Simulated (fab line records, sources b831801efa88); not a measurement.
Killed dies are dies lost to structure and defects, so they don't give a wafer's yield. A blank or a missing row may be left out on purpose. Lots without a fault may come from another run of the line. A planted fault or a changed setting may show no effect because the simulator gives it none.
A struck lot beside a sound one | flow sky130 | 15 steps out of a route of 708
Sound: wafers L600.1, L600.2, L600.3. Struck: wafers L615.3, L615.4, L615.5. The cause comes at the end.
At each step with rows: each side's tool, then ch and its chambers, then its first start. Under that, the readings that differ: sound wafers | struck wafers | difference of the means | sigmas: that difference in standard deviations of wafers without a fault.
alike: readings whose means differ by less than 2 such deviations, and words and numbers that are the same on both sides. not compared: withheld readings, readings that some wafer has no value for, bounds like >300 that may hide the same value, and numbers for which the record gives no deviation and whose values overlap.
The two part at a step that has a row with sigmas, a row that says differs or no value, or rows on one side only. Numbers that don't overlap but have no deviation are shown without sigmas and don't part them. A reading that every wafer of one side lacks parts them only if that side has two wafers or more.

SKY_CAPM_SPUTTER_02: material TiN, target thk 200 nm, time 166.7 s.
  sound on pvd_sputter-01, day 39 10:10; struck on pvd_sputter-03, day 44 05:42
  alike: cathode_dc_power_W, substrate_temp_c, throttle_valve_pct
SKY_CAPM_RS_MEAS_03: measures by four-point-probe.
  sound on film_metro-01, day 39 10:17; struck on film_metro-01, day 44 05:51
  alike: CAPM_TIN_RS
SKY_CAPM_THK_MEAS_04: measures by xrf.
  sound on film_metro-01, day 39 10:24; struck on film_metro-01, day 44 05:57
  alike: CAPM_TIN_THK
then, 7 steps without rows for these wafers: SKY_CAPM_DEHYDRATE_05 (time 60 s); SKY_CAPM_HMDS_06 (prime time 60 s); SKY_CAPM_COAT_07 (resist thk 1140 nm); SKY_CAPM_SOFTBAKE_08 (time 60 s); SKY_CAPM_EXPOSE_09 (exposes mask CAPM, target cd 1000 nm); SKY_CAPM_PEB_10; SKY_CAPM_DEVELOP_11 (develop time 60 s).
SKY_CAPM_OVL_MEAS_12:
  sound on overlay-01, day 40 10:38; struck on overlay-02, day 45 03:42
  alike: CAPM_OVL
SKY_CAPM_METAL_ETCH_13: etches TiN in Cl2/BCl3, stops on SiO2, target depth 220 nm, time 62.9 s.
  sound on rie_metal-03 ch 0,1, day 40 10:40; struck on rie_metal-02 ch 0,1, day 45 03:45
  alike: drypump_motor_current_A, oes_product_au, throttle_valve_pct
  not compared: rf_hours_counter_h
SKY_CAPM_STRIP_14: strips in O2/N2.
  sound on plasma_asher-04 ch 0,1, day 40 10:45; struck on plasma_asher-02 ch 0,1, day 45 03:50
  no value came back on the struck wafers for any of 6 readings (chamber_pressure_mTorr (mTorr), drypump_motor_current_A (A) and others); on the sound wafers chamber_pressure_mTorr (mTorr) reads 1499.2 1501.7 1500.2
  reading                                   | sound | struck            | difference | sigmas
  model.NOVOLAK_of_CAPM_COAT_07.thk_nm (nm) | 0 0 0 | 994.8 990.5 992.7 | +992.7     |
  not compared: rf_hours_counter_h
then, 1 step without rows for these wafers: SKY_CAPM_STRIP_15 (strips in post etch residue remover, time 1229 s).
-- the record jumps here: 6 days lie between the struck wafers' starts before and after (it left off in module CAPM and takes up again in module PAD_OPEN, whose first step shown is number 708 of the route) --
SKY_PAD_OPEN_PROBE_99:
  sound on prober-01, day 48 05:36; struck on prober-02, day 51 14:46
  reading                  | sound          | struck         | difference | sigmas
  defect_limited_yield (%) | 84.1 81.9 80.7 | 0 0.6 0        | -82        | -41
  killed_at_M0_to_M3       | 36 44 42       | 8 5 12         | -32        | -5
  killed_at_contacts       | 29 30 28       | 4 11 5         | -22        | -4
  killed_at_front_end      | 11 14 22       | 3 5 4          | -12        | -3
  killed_at_other          | 0 0 0          | 476 468 469    | +471       | +99 or more
  killed_dies              | 78 89 95       | 492 489 492    | +404       | +42
  killed_on_rim            | 13 21 20       | 96 96 96       | +78        | +19
  killed_open              | 43 56 56       | 10 11 12       | -41        | -6
  killed_short             | 35 33 39       | 6 10 11        | -27        | -4
  sort_bin_3_pad_short (%) | 0.8 0.6 0.4    | 26.4 26.2 24.6 | +25.1      | +68
  sort_bin_5_function (%)  | 11.0 9.1 12.8  | 70.7 70.3 73.2 | +60.4      | +43
  sort_bin_6_memory (%)    | 4.1 8.3 6.1    | 2.8 2.8 2.2    | -3.6       | -3
  sort_n_pass              | 414 403 397    | 0 3 0          | -404       | -42
  sort_yield_pct (%)       | 84.1 81.9 80.7 | 0 0.6 0        | -82        | -41
  alike: killed_at_M4_up

WHERE THEY PART
First at SKY_CAPM_STRIP_14; last, within this record, at SKY_PAD_OPEN_PROBE_99.

WHY: what the simulator had put in
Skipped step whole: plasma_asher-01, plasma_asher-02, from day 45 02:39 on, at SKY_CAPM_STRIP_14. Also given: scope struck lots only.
